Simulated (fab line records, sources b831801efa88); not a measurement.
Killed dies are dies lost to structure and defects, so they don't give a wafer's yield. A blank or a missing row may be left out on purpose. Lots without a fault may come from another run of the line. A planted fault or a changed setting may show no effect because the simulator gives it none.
Which tool did it? | flow gf180mcu | 13 lots, 39 wafers sampled, at 5 steps of a route of 602

WHAT THE GAUGES READ, wafer by wafer
GF_HV_LDD_CD_MEAS_46: target cd 400 nm. Usual: cd_nm 400.0 nm, standard deviation 2.5.
lot  | measured     | on        | cd_nm (nm)        | flag
L436 | day 12 09:53 | cd_sem-01 | 398.5 399.2 400.8 |
L437 | day 12 19:07 | cd_sem-01 | 402.8 404.7 402.5 |
L439 | day 13 11:01 | cd_sem-02 | 399.7 400.9 400.5 |
L442 | day 14 06:01 | cd_sem-02 | 395.6 396.5 397.3 |
L448 | day 16 08:53 | cd_sem-01 | 399.6 397.7 399.4 |
L449 | day 16 16:38 | cd_sem-02 | 397.7 400.2 401.6 |
L450 | day 17 02:21 | cd_sem-02 | 399.3 401.9 397.9 |
L451 | day 17 08:01 | cd_sem-02 | 406.3 404.2 405.7 |
L454 | day 18 06:55 | cd_sem-01 | 398.2 400.9 399.5 |
L455 | day 18 18:09 | cd_sem-01 | 402.5 402.9 401.7 |
L456 | day 18 22:19 | cd_sem-01 | 400.9 399.3 402.1 |
L458 | day 19 17:14 | cd_sem-02 | 395.0 394.3 395.7 |
L459 | day 20 07:41 | cd_sem-01 | 402.8 401.7 402.4 |

GF_V3_THK_MEAS_01. Usual: V3_CVD_00_THK 601 nm, standard deviation 5.6.
lot  | measured     | on            | V3_CVD_00_THK (nm) | flag
L436 | day 21 08:50 | film_metro-03 | 613 606 610        |
L437 | day 21 19:42 | film_metro-01 | 598 601 593        |
L439 | day 22 14:50 | film_metro-01 | 604 603 609        |
L442 | day 23 13:02 | film_metro-02 | 601 601 600        |
L448 | day 25 15:41 | film_metro-03 | 614 593 593        |
L449 | day 25 23:55 | film_metro-01 | 591 593 904        | OFF
L450 | day 26 09:46 | film_metro-03 | 902 604 598        | OFF
L451 | day 26 12:46 | film_metro-02 | 899 604 898        | OFF
L454 | day 27 10:38 | film_metro-02 | 605 602 600        |
L455 | day 28 01:09 | film_metro-02 | 600 595 591        |
L456 | day 28 04:03 | film_metro-03 | 590 607 599        |
L458 | day 28 15:02 | film_metro-02 | 590 603 608        |
L459 | day 29 02:09 | film_metro-03 | 603 608 597        |

WHICH TOOL RAN EACH LOT (tool, then ch and the chambers of the sampled wafers, then the start)
lot  | GF_SALICIDE_SPUTTER_02       | GF_SALICIDE_SPUTTER_03       | GF_V3_CVD_00
L436 | pvd_sputter-03, day 15 02:27 | pvd_sputter-03, day 15 02:29 | hdpcvd-02 ch 0,1,2, day 21 08:46
L437 | pvd_sputter-01, day 15 12:59 | pvd_sputter-01, day 15 13:01 | hdpcvd-01 ch 0,2, day 21 19:37
L439 | pvd_sputter-01, day 16 07:20 | pvd_sputter-01, day 16 07:22 | hdpcvd-02 ch 0,1, day 22 14:46
L442 | pvd_sputter-04, day 17 03:34 | pvd_sputter-04, day 17 03:35 | hdpcvd-02 ch 0,2, day 23 12:58
L448 | pvd_sputter-01, day 19 12:33 | pvd_sputter-01, day 19 12:35 | hdpcvd-01 ch 0,1,2, day 25 15:37
L449 | pvd_sputter-03, day 19 19:44 | pvd_sputter-03, day 19 19:46 | hdpcvd-01 ch 0,1,2, day 25 23:50
L450 | pvd_sputter-01, day 20 07:53 | pvd_sputter-01, day 20 07:55 | hdpcvd-01 ch 0,1,2, day 26 09:41
L451 | pvd_sputter-03, day 20 13:35 | pvd_sputter-03, day 20 13:36 | hdpcvd-01 ch 0,2, day 26 12:41
L454 | pvd_sputter-01, day 21 14:51 | pvd_sputter-01, day 21 14:53 | hdpcvd-02 ch 0,2, day 27 10:24
L455 | pvd_sputter-03, day 22 04:48 | pvd_sputter-03, day 22 04:50 | hdpcvd-02 ch 1,2, day 28 01:04
L456 | pvd_sputter-04, day 22 09:30 | pvd_sputter-04, day 22 09:32 | hdpcvd-02 ch 0,1,2, day 28 03:59
L458 | pvd_sputter-04, day 22 20:37 | pvd_sputter-04, day 22 20:38 | hdpcvd-02 ch 0,1,2, day 28 14:58
L459 | pvd_sputter-03, day 23 12:17 | pvd_sputter-03, day 23 12:19 | hdpcvd-02 ch 1,2, day 29 02:04
- GF_SALICIDE_SPUTTER_02: material Co, target thk 10 nm, time 20 s.
- GF_SALICIDE_SPUTTER_03: material TiN, target thk 20 nm, time 16.7 s.
- GF_V3_CVD_00: deposits SiO2, target thk 600 nm, time 100 s.

WHAT THE TOOLS THEMSELVES READ (means of the sampled wafers that have a number; where no wafer has one, the mark that the record gives instead)
GF_SALICIDE_SPUTTER_02. Usual: throttle_valve_pct 30.5 %, standard deviation 1.3.
lot  | tool           | throttle_valve_pct (%) | flag
L436 | pvd_sputter-03 | 30.8                   |
L437 | pvd_sputter-01 | 29.6                   |
L439 | pvd_sputter-01 | 30.1                   |
L442 | pvd_sputter-04 | 29.4                   |
L448 | pvd_sputter-01 | 31.3                   |
L449 | pvd_sputter-03 | 31.5                   |
L450 | pvd_sputter-01 | 30.0                   |
L451 | pvd_sputter-03 | 31.6                   |
L454 | pvd_sputter-01 | 28.8                   |
L455 | pvd_sputter-03 | 31.3                   |
L456 | pvd_sputter-04 | 29.7                   |
L458 | pvd_sputter-04 | 29.7                   |
L459 | pvd_sputter-03 | 31.3                   |

GF_SALICIDE_SPUTTER_03. Usual: throttle_valve_pct 30.4 %, standard deviation 1.3.
lot  | tool           | throttle_valve_pct (%) | flag
L436 | pvd_sputter-03 | 30.9                   |
L437 | pvd_sputter-01 | 29.9                   |
L439 | pvd_sputter-01 | 30.4                   |
L442 | pvd_sputter-04 | 29.5                   |
L448 | pvd_sputter-01 | 31.2                   |
L449 | pvd_sputter-03 | 31.3                   |
L450 | pvd_sputter-01 | 30.0                   |
L451 | pvd_sputter-03 | 31.6                   |
L454 | pvd_sputter-01 | 28.9                   |
L455 | pvd_sputter-03 | 31.3                   |
L456 | pvd_sputter-04 | 29.7                   |
L458 | pvd_sputter-04 | 29.8                   |
L459 | pvd_sputter-03 | 31.2                   |

GF_V3_CVD_00. Usual: sih4_flow_sccm 60.01 sccm, standard deviation 0.17.
lot  | tool      | sih4_flow_sccm (sccm) | flag
L436 | hdpcvd-02 | 59.98                 |
L437 | hdpcvd-01 | 60.04                 |
L439 | hdpcvd-02 | 60.09                 |
L442 | hdpcvd-02 | 60.02                 |
L448 | hdpcvd-01 | 59.86                 |
L449 | hdpcvd-01 | 70.17                 | OFF
L450 | hdpcvd-01 | 70.05                 | OFF
L451 | hdpcvd-01 | 80.16                 | OFF
L454 | hdpcvd-02 | 59.99                 |
L455 | hdpcvd-02 | 60.04                 |
L456 | hdpcvd-02 | 60.13                 |
L458 | hdpcvd-02 | 60.11                 |
L459 | hdpcvd-02 | 59.90                 |

THE ANSWER, worked out from the rows above alone
Rule: a lot is off if the mean of its wafers that have a number lies more than 3 standard deviations from the usual mean. A lot without any number at a reading at which 4 lots or more have one is off too. The other lots that the step has rows for count as sound. The gauges are gone through in route order, then the tools' own readings, and for those a lot's mean is taken as printed above. The first step at which some lot is off is used, and at that step the reading that is off furthest; a lot without a number counts as furthest.
Off: L449, L450, L451, at GF_V3_THK_MEAS_01 (V3_CVD_00_THK).
A tool fits if, at a process step before that reading, it ran every lot that is off, and no sound lot after the first of them. The gauges at GF_V3_THK_MEAS_01 aren't tried: what is off there is off at GF_V3_CVD_00 too, on other tools, and a gauge's error can't cause that. One fits: hdpcvd-01 at GF_V3_CVD_00. Its last sound lot is L448 (day 25 15:37), its first lot that is off L449 (day 25 23:50): a fault that began between those two fits.
The tool's own readings at GF_V3_CVD_00 bear it out: on the lots that are off they differ by more than 5 times the standard deviation of the sound lots' means. sih4_flow_sccm reads 73.46 sccm there against 60.02 sccm on the sound lots.

WHAT THE SIMULATOR HAD PUT IN
Process parameter drift: hdpcvd-01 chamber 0, from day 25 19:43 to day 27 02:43, at GF_V3_CVD_00. Setting sih4_flow_sccm, moved by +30, from 60. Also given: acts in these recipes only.
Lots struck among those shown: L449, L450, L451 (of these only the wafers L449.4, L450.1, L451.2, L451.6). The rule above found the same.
